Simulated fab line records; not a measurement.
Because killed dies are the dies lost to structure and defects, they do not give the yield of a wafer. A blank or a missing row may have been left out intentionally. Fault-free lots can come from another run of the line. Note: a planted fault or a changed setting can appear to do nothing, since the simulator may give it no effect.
fab line records	flow sky130
record lots=11	wafers=33	last-day=50
route steps=708 shown SONOS_ONO@183 SD_P@324 RES_XHIGH@341 LI_CONTACT@381 PAD_OPEN@708
lots that met no fault: taken from a fault-free run of the same line
start-h: start of the lot's first displayed wafer, in hours after the record's first day	wait-h: time in hours since the lot's previous step	" as in the row above	L1.1+2: a row that stands for several wafers	- no value, or no start given	* or withheld: withheld	< > ~ a bound
route shown NAME@n: a module of which the file shows steps, and the number in the route of the first	usual: average and standard deviation across the fault-free wafers	same: alike in all rows	chamber/n: place in a boat	sites: each site's reading	_std_site: the values' standard deviation	_edge_site: outer sites' mean less inner sites'	radius-mm: for every site, how far away it sits from the centre of the wafer	mask NAME#n: copy n	behind: tool/chamber where the wafer was last shaped	hold: why the lot was held/for how many hours/how that ended	device: which transistor (n, p or np) failed to switch	end of line: the route-end tests of the same wafers	step lacking rows: just its recipe	killed: dies lost to structure and defects at the first sort, not the wafer's yield	map: per-die view of a wafer (x killed, . not killed, _ where there is no die)
set.NAME: the setting that was run; set.NAME@STEP: the one run at that earlier step	model.NAME: the simulator's own value behind a step, which no gauge read
steps of the route over a sample of lots; a table a step, a row a wafer
services: a tool's chamber out of use, with start hour (start-h, from the record's first day; less than 0 if before it), hours out, and reason
## steps
# step SKY_SONOS_ONO_ETCH_15
# recipe target-depth-nm=19.52	chemistry=CHF3/O2	source-w=600	bias-w=200	pressure-mtorr=40	chf3-flow-sccm=50	O2_flow_sccm=5	time-s=7.8
# usual drypump-motor-current-A=5.9/0.4	oes-product-au=0.999/0.014	rf-fwd-power-W=589/3.4	throttle-valve-pct=8.824/0.0094
lot.wafer	tool	chamber	start-h	wait-h	drypump-motor-current-A	oes-product-au	rf-fwd-power-W	rf-hours-counter-h	throttle-valve-pct
L909.1	rie-diel-03	1	281.77	0.0	6.1	0.993	584	1	8.817
L909.2	"	3	"	"	6.6	0.993	587	57	8.830
L909.6	"	3	"	"	6.6	1.005	587	-	8.818
L911.1	rie-diel-04	2	299.89	0.0	5.8	1.009	586	26	8.807
L911.3	"	0	"	"	6.1	1.020	594	-	8.837
L911.4	"	2	"	"	5.8	1.010	589	-	8.825
L913.4	rie-diel-02	3	320.14	0.0	5.5	1.006	591	15	8.840
L913.5	"	0	"	"	5.9	0.988	593	-	8.817
L913.6	"	1	"	"	5.5	0.972	592	-	8.788
L914.1	rie-diel-03	0	323.57	0.0	5.8	0.995	590	4	8.835
L914.3	"	3	"	"	6.6	0.990	585	58	8.817
L914.6	"	0	"	"	5.8	0.985	591	-	8.808
L915.2	rie-diel-04	1	334.52	0.0	6.0	0.989	590	8	8.815
L915.5	"	1	"	"	6.0	0.992	590	-	8.830
L915.6	"	2	"	"	5.8	1.007	586	-	8.834
L916.2	rie-diel-02	3	340.19	0.0	5.5	1.027	588	15	8.835
L916.3	"	2	"	"	5.0	1.018	592	112	8.832
L916.4	"	2	"	"	5.1	1.004	589	-	8.818
L920.1	rie-diel-02	0	374.74	0.0	5.9	0.997	591	30	8.836
L920.2	"	1	"	"	5.5	0.977	586	0	8.822
L920.3	"	3	"	"	5.5	0.999	590	16	8.819
L928.4	rie-diel-02	2	442.70	0.0	5.1	0.985	590	-	8.831
L928.5	"	3	"	"	5.5	1.010	591	-	8.820
L928.6	"	1	"	"	5.5	0.970	591	-	8.817
L929.3	rie-diel-02	3	447.32	0.0	5.5	1.014	588	18	8.832
L929.4	"	1	"	"	5.5	0.975	588	2	8.812
L929.6	"	2	"	"	5.1	0.980	594	-	8.812
L931.2	rie-diel-04	2	463.27	0.0	5.8	1.003	586	29	8.821
L931.4	"	1	"	"	6.0	1.000	590	10	8.819
L931.6	"	0	"	"	6.1	1.013	592	-	8.839
L932.1	rie-diel-03	1	469.14	0.0	6.1	0.997	583	3	8.811
L932.2	"	2	"	"	5.4	0.985	588	2	8.831
L932.6	"	0	"	"	5.8	0.981	593	-	8.826
# step SKY_SD_P_EXPOSE_04
# recipe mask-id=PSDM	na=0.6	source-shape=conventional	sigma-outer=0.6	polarization=unpolarized	target-cd-nm=380	dose-mj=138
# usual exposure-dose-mJ-cm2=137.98/0.13
lot.wafer	tool	chamber	start-h	wait-h	mask	exposure-dose-mJ-cm2
L909.1	iline-stepper-02	0	573.39	-	PSDM#0	137.96
L909.2	"	0	"	"	PSDM#0	138.12
L909.6	"	0	"	"	PSDM#0	138.02
L911.1	iline-stepper-01	0	595.27	-	PSDM#0	137.92
L911.3	"	0	"	"	PSDM#0	138.12
L911.4	"	0	"	"	PSDM#0	138.16
L913.4	iline-stepper-02	0	616.32	-	PSDM#0	137.89
L913.5	"	0	"	"	PSDM#0	138.11
L913.6	"	0	"	"	PSDM#0	137.93
L914.1	iline-stepper-02	0	622.08	-	PSDM#0	138.08
L914.3	"	0	"	"	PSDM#0	137.94
L914.6	"	0	"	"	PSDM#0	137.90
L915.2	iline-stepper-02	0	630.14	-	PSDM#0	138.06
L915.5	"	0	"	"	PSDM#0	137.81
L915.6	"	0	"	"	PSDM#0	138.02
L916.2	iline-stepper-01	0	631.46	-	PSDM#0	137.92
L916.3	"	0	"	"	PSDM#0	138.03
L916.4	"	0	"	"	PSDM#0	137.85
L920.1	iline-stepper-01	0	672.54	-	URPM#0	137.94
L920.2	"	0	"	"	URPM#0	138.08
L920.3	"	0	"	"	URPM#0	138.01
L928.4	iline-stepper-01	0	733.52	-	PSDM#0	137.84
L928.5	"	0	"	"	PSDM#0	137.78
L928.6	"	0	"	"	PSDM#0	137.81
L929.3	iline-stepper-01	0	740.74	-	PSDM#0	137.99
L929.4	"	0	"	"	PSDM#0	138.09
L929.6	"	0	"	"	PSDM#0	137.98
L931.2	iline-stepper-01	0	757.96	-	PSDM#0	137.72
L931.4	"	0	"	"	PSDM#0	137.78
L931.6	"	0	"	"	PSDM#0	138.03
L932.1	iline-stepper-01	0	759.34	-	PSDM#0	138.07
L932.2	"	0	"	"	PSDM#0	138.09
L932.6	"	0	"	"	PSDM#0	138.00
# step SKY_SD_P_CD_MEAS_07
# recipe target-cd-nm=380
# usual cd-nm=379.4/2.7
lot.wafer	tool	chamber	start-h	wait-h	cd-nm
L909.1	cd-sem-02	-	588.13	0.1	380.9
L909.2	"	-	"	"	379.7
L909.6	"	-	"	"	381.9
L911.1	cd-sem-02	-	609.92	0.1	379.1
L911.3	"	-	"	"	379.4
L911.4	"	-	"	"	378.6
L913.4	cd-sem-01	-	630.09	0.1	378.8
L913.5	"	-	"	"	381.4
L913.6	"	-	"	"	381.1
L914.1	cd-sem-02	-	635.69	0.1	372.8
L914.3	"	-	"	"	377.2
L914.6	"	-	"	"	374.5
L915.2	cd-sem-01	-	644.51	0.1	380.1
L915.5	"	-	"	"	378.2
L915.6	"	-	"	"	379.3
L916.2	cd-sem-01	-	646.14	0.1	384.6
L916.3	"	-	"	"	385.4
L916.4	"	-	"	"	383.7
L920.1	cd-sem-02	-	686.53	0.1	-
L920.2	"	-	"	"	-
L920.3	"	-	"	"	-
L928.4	cd-sem-01	-	746.60	0.1	379.5
L928.5	"	-	"	"	380.0
L928.6	"	-	"	"	379.8
L929.3	cd-sem-01	-	754.12	0.1	380.0
L929.4	"	-	"	"	382.5
L929.6	"	-	"	"	382.9
L931.2	cd-sem-01	-	771.60	0.1	377.3
L931.4	"	-	"	"	379.6
L931.6	"	-	"	"	379.8
L932.1	cd-sem-01	-	772.89	0.1	380.3
L932.2	"	-	"	"	378.3
L932.6	"	-	"	"	380.9
# step SKY_SD_P_TW_MEAS_11
# usual SD_P_TW=2828/16
lot.wafer	tool	chamber	start-h	wait-h	SD_P_TW
L909.1	film-metro-04	-	588.53	0.1	2807
L909.2	"	-	"	"	2809
L909.6	"	-	"	"	2821
L911.1	film-metro-01	-	610.32	0.1	2812
L911.3	"	-	"	"	2820
L911.4	"	-	"	"	2835
L913.4	film-metro-03	-	630.46	0.1	2806
L913.5	"	-	"	"	2818
L913.6	"	-	"	"	2809
L914.1	film-metro-03	-	636.09	0.1	2816
L914.3	"	-	"	"	2805
L914.6	"	-	"	"	2817
L915.2	film-metro-04	-	644.90	0.1	2840
L915.5	"	-	"	"	2831
L915.6	"	-	"	"	2837
L916.2	film-metro-01	-	646.53	0.1	2826
L916.3	"	-	"	"	2811
L916.4	"	-	"	"	2820
L920.1	film-metro-01	-	686.93	0.1	30
L920.2	"	-	"	"	30
L920.3	"	-	"	"	30
L928.4	film-metro-03	-	746.97	0.1	2817
L928.5	"	-	"	"	2803
L928.6	"	-	"	"	2811
L929.3	film-metro-01	-	754.50	0.1	2856
L929.4	"	-	"	"	2849
L929.6	"	-	"	"	2851
L931.2	film-metro-01	-	771.99	0.1	2811
L931.4	"	-	"	"	2809
L931.6	"	-	"	"	2811
L932.1	film-metro-04	-	773.29	0.1	2839
L932.2	"	-	"	"	2834
L932.6	"	-	"	"	2845
# step SKY_RES_XHIGH_TW_MEAS_09
# usual RES_XHIGH_TW=1639/11
lot.wafer	tool	chamber	start-h	wait-h	RES_XHIGH_TW
L909.1	film-metro-01	-	618.04	0.1	1644
L909.2	"	-	"	"	1647
L909.6	"	-	"	"	1649
L911.1	film-metro-03	-	638.73	0.1	1635
L911.3	"	-	"	"	1636
L911.4	"	-	"	"	1629
L913.4	film-metro-04	-	659.16	0.1	1637
L913.5	"	-	"	"	1644
L913.6	"	-	"	"	1649
L914.1	film-metro-03	-	665.43	0.1	1620
L914.3	"	-	"	"	1643
L914.6	"	-	"	"	1625
L915.2	film-metro-04	-	673.25	0.1	1655
L915.5	"	-	"	"	1653
L915.6	"	-	"	"	1646
L916.2	film-metro-01	-	675.69	0.1	1624
L916.3	"	-	"	"	1640
L916.4	"	-	"	"	1633
L920.1	film-metro-04	-	715.54	0.1	2895
L920.2	"	-	"	"	2894
L920.3	"	-	"	"	2886
L928.4	film-metro-04	-	774.07	0.1	1641
L928.5	"	-	"	"	1643
L928.6	"	-	"	"	1644
L929.3	film-metro-01	-	781.45	0.1	1630
L929.4	"	-	"	"	1640
L929.6	"	-	"	"	1627
L931.2	film-metro-03	-	798.30	0.1	1630
L931.4	"	-	"	"	1627
L931.6	"	-	"	"	1631
L932.1	film-metro-01	-	800.29	0.1	1644
L932.2	"	-	"	"	1646
L932.6	"	-	"	"	1633
# step SKY_LI_CONTACT_SPUTTER_19
# recipe material=Ti	target-thk-nm=20	chamber-pressure-pa=5	power-w=2500	substrate-temp-c=200	time-s=106.37
# usual throttle-valve-pct=29.6/0.71
lot.wafer	tool	chamber	start-h	wait-h	throttle-valve-pct
L909.1	pvd-sputter-04	-	677.51	0.0	29.2
L909.2	"	-	"	"	28.3
L909.6	"	-	"	"	29.3
L911.1	pvd-sputter-01	-	697.51	0.0	31.1
L911.3	"	-	"	"	29.7
L911.4	"	-	"	"	29.9
L913.4	pvd-sputter-04	-	717.14	0.0	28.6
L913.5	"	-	"	"	29.6
L913.6	"	-	"	"	29.1
L914.1	pvd-sputter-03	-	731.44	0.0	30.3
L914.3	"	-	"	"	30.0
L914.6	"	-	"	"	29.1
L915.2	pvd-sputter-04	-	731.56	0.0	29.3
L915.5	"	-	"	"	28.6
L915.6	"	-	"	"	29.3
L916.2	pvd-sputter-01	-	733.00	0.0	30.9
L916.3	"	-	"	"	29.5
L916.4	"	-	"	"	29.6
L920.1	pvd-sputter-01	-	771.46	0.0	31.0
L920.2	"	-	"	"	29.4
L920.3	"	-	"	"	29.8
L928.4	pvd-sputter-04	-	830.11	0.0	29.4
L928.5	"	-	"	"	29.5
L928.6	"	-	"	"	28.8
L929.3	pvd-sputter-03	-	835.95	0.0	29.3
L929.4	"	-	"	"	31.2
L929.6	"	-	"	"	30.5
L931.2	pvd-sputter-01	-	854.31	0.0	29.8
L931.4	"	-	"	"	29.1
L931.6	"	-	"	"	29.4
L932.1	pvd-sputter-04	-	855.15	0.0	29.7
L932.2	"	-	"	"	28.8
L932.6	"	-	"	"	29.3
# step SKY_LI_CONTACT_CVD_21
# recipe material=W	target-thk-nm=400	time-s=120.56	temp-c=400	pressure-torr=40
# usual heater-power-outer-w=486/15	heater-power-w=790/33
lot.wafer	tool	chamber	start-h	wait-h	heater-power-outer-w	heater-power-w
L909.1	cvd-w-01	0	677.65	0.0	471	727
L909.2	"	1	"	"	492	783
L909.6	"	1	"	"	492	805
L911.1	cvd-w-02	0	697.65	0.0	477	815
L911.3	"	1	"	"	507	811
L911.4	"	0	"	"	471	812
L913.4	cvd-w-02	1	717.32	0.1	519	809
L913.5	"	0	"	"	476	795
L913.6	"	1	"	"	504	814
L914.1	cvd-w-01	1	731.58	0.0	494	812
L914.3	"	0	"	"	473	730
L914.6	"	0	"	"	479	728
L915.2	cvd-w-02	0	731.70	0.0	472	828
L915.5	"	1	"	"	502	795
L915.6	"	0	"	"	476	812
L916.2	cvd-w-01	1	733.14	0.0	492	782
L916.3	"	1	"	"	489	802
L916.4	"	0	"	"	472	743
L920.1	cvd-w-01	0	771.60	0.0	470	737
L920.2	"	1	"	"	482	810
L920.3	"	1	"	"	484	805
L928.4	cvd-w-02	0	830.29	0.1	473	790
L928.5	"	1	"	"	494	815
L928.6	"	0	"	"	468	827
L929.3	cvd-w-01	0	836.12	0.1	493	746
L929.4	"	1	"	"	482	788
L929.6	"	1	"	"	491	783
L931.2	cvd-w-01	1	854.45	0.0	488	782
L931.4	"	0	"	"	470	746
L931.6	"	0	"	"	464	755
L932.1	cvd-w-01	0	855.35	0.1	474	737
L932.2	"	1	"	"	494	781
L932.6	"	1	"	"	501	807
# step SKY_PAD_OPEN_PROBE_99
# usual killed_at_M0_to_M3=44/7.3	killed_at_M4_up=3.3/1.8	killed-at-contacts=24/5.3	killed-at-front-end=16/5	killed-at-other=0.2/0.51	killed-dies=87/10	killed-on-rim=17/3.9	killed-open=47/7.5	killed-short=40/6.3
# same gross-dies=492	killed-at-back-side=0
lot.wafer	tool	chamber	start-h	wait-h	killed_at_M0_to_M3	killed_at_M4_up	killed-at-contacts	killed-at-front-end	killed-at-other	killed-dies	killed-on-rim	killed-open	killed-short
L920.1	prober-01	-	1147.46	0.1	47	1	19	425	0	492	96	42	41
L920.2	prober-01	-	1147.51	0.1	46	6	20	420	0	492	96	38	44
L920.3	prober-01	-	1147.56	0.2	41	1	31	419	0	492	96	43	44
# killed by level:class
L920.1 SD_P:area-expose=409 VIA2:geometric-particle:open=9 VIA1:geometric-particle:open=9 METAL2:geometric-particle:short=9 LI_CONTACT:geometric-particle:open=6 CONTACT:geometric-particle:open=5 METAL1:geometric-particle:short=5 VIA3:geometric-particle:open=4
L920.2 SD_P:area-expose=410 METAL1:geometric-particle:short=11 VIA1:geometric-particle:open=9 VIA3:geometric-particle:open=7 CONTACT:geometric-particle:open=6 CONTACT:geometric-particle:short=5 METAL4:geometric-particle:short=4 LI_CONTACT:geometric-particle:open=4
L920.3 SD_P:area-expose=405 CONTACT:geometric-particle:open=11 CONTACT:geometric-particle:short=8 FIELD_ISO:geometric-particle:short=7 VIA3:geometric-particle:open=7 LI_CONTACT:geometric-particle:open=6 VIA2:geometric-particle:open=6 METAL2:geometric-particle:short=6
## services
tool	chamber	start-h	hours	kind
rie-diel-02	2	307.72	7.9	repair
iline-stepper-01	-	344.09	1.7	pm
pvd-sputter-04	-	348.91	0.7	repair
iline-stepper-01	-	376.80	11.2	repair
cvd-w-01	-	381.63	0.6	repair
pvd-sputter-04	-	393.72	4.3	repair
pvd-sputter-04	-	397.09	2.1	repair
rie-diel-02	0	412.30	26.1	repair
rie-diel-02	0	442.29	1.6	repair
iline-stepper-01	-	456.75	6.2	repair
rie-diel-02	-	458.11	0.9	repair
cvd-w-01	-	492.61	6.9	pm
cvd-w-01	0	501.92	7.3	repair
rie-diel-02	2	523.27	3.8	repair
rie-diel-02	2	534.97	36.0	repair
iline-stepper-01	-	562.31	1.7	pm
cvd-w-01	-	602.45	2.8	pm
cvd-w-01	-	699.76	0.8	repair
iline-stepper-01	-	701.48	19.6	repair
iline-stepper-01	-	778.58	2.8	repair
iline-stepper-01	-	781.37	1.7	pm
iline-stepper-01	-	833.16	11.3	repair
iline-stepper-01	-	844.50	4.4	pm
cvd-w-01	1	848.64	2.8	repair
## key
first-sign step=SKY_SD_P_EXPOSE_04	reading=mask	direction=changed
effect step=SKY_SD_P_CD_MEAS_07	reading=cd-nm	direction=missing
effect step=SKY_SD_P_TW_MEAS_11	reading=SD_P_TW	direction=down	sigmas=99+	usual=2828	struck=30
effect step=SKY_RES_XHIGH_TW_MEAS_09	reading=RES_XHIGH_TW	direction=up	sigmas=99+	usual=1639	struck=2892
effect step=SKY_PAD_OPEN_PROBE_99	reading=killed-at-front-end	direction=up	sigmas=82	usual=16	struck=421
more-kills-born-at SKY_SD_P_EXPOSE_04@iline-stepper-01=1224
met-at SKY_SD_P_EXPOSE_04
struck-lots L920
tester-left-out L920
not-acting-at SKY_SONOS_ONO_ETCH_15,SKY_LI_CONTACT_SPUTTER_19,SKY_LI_CONTACT_CVD_21
onset-between 631.46 672.54
fault kind=wrong-mask	tool=any	chamber=-	onset-h=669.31	steps=SKY_SD_P_EXPOSE_04	aux-copy=URPM#0	scope=struck-lots-only
# tester-left-out: of these lots the tester's yield and bins aren't shown, on N5 and GAA mostly nor the transistor test; their killed dies are dies lost to structure and defects alone, not to doping, threshold or leakage, so they don't give the yield
